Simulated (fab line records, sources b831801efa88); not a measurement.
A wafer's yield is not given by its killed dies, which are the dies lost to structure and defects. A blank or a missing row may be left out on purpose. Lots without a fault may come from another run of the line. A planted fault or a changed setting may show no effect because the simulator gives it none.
Which tool did it? -- flow gf180mcu -- 36 wafers sampled from 12 lots at 1 step of a route of 602

WHAT THE GAUGES READ, wafer by wafer
GF_STI_THK_MEAS_04.
lot,measured,on,STI_CVD_03_THK (nm)
L075,day 1 19:33,film metro-03,210.1 209.1 211.1
L077,day 2 05:23,film metro-01,205.9 205.4 206.8
L079,day 2 14:52,film metro-01,208.7 208.6 209.1
L081,day 3 00:34,film metro-02,210.3 210.0 209.8
L083,day 3 10:34,film metro-03,209.2 207.7 208.4
L085,day 3 20:47,film metro-03,207.2 207.4 209.1
L087,day 4 06:34,film metro-01,205.7 206.3 207.6
L089,day 4 16:43,film metro-02,206.9 206.2 206.8
L091,day 5 02:34,film metro-01,205.9 205.3 204.6
L093,day 5 12:34,film metro-03,206.4 206.0 204.9
L095,day 5 22:38,film metro-02,208.3 208.2 209.3
L097,day 6 08:35,film metro-02,204.8 204.0 204.0

TOOL THAT RAN EACH LOT (tool first, then ch and the chambers of the sampled wafers, then the start)
Record: no process step prior to these readings.

THE ANSWER, worked out from the rows above alone
Rule: the lots themselves supply what counts as usual. The widest of any qualifying gaps counts: lots, ordered by their means at a reading, are off when they make up no more than a third of the lots, leave a main group of 4 or more, and stand apart from it by 3 or more times the standard deviation of that group's means. A main group is skipped when, at the precision printed for the reading in the tables above, its means are all equal. Also off: a lot with no number at a reading for which 4 or more lots have one. Any other lot the step has rows for is counted as sound.
No lot is off on any of the readings shown, so nothing can be concluded from this.

WHAT THE SIMULATOR HAD INSERTED
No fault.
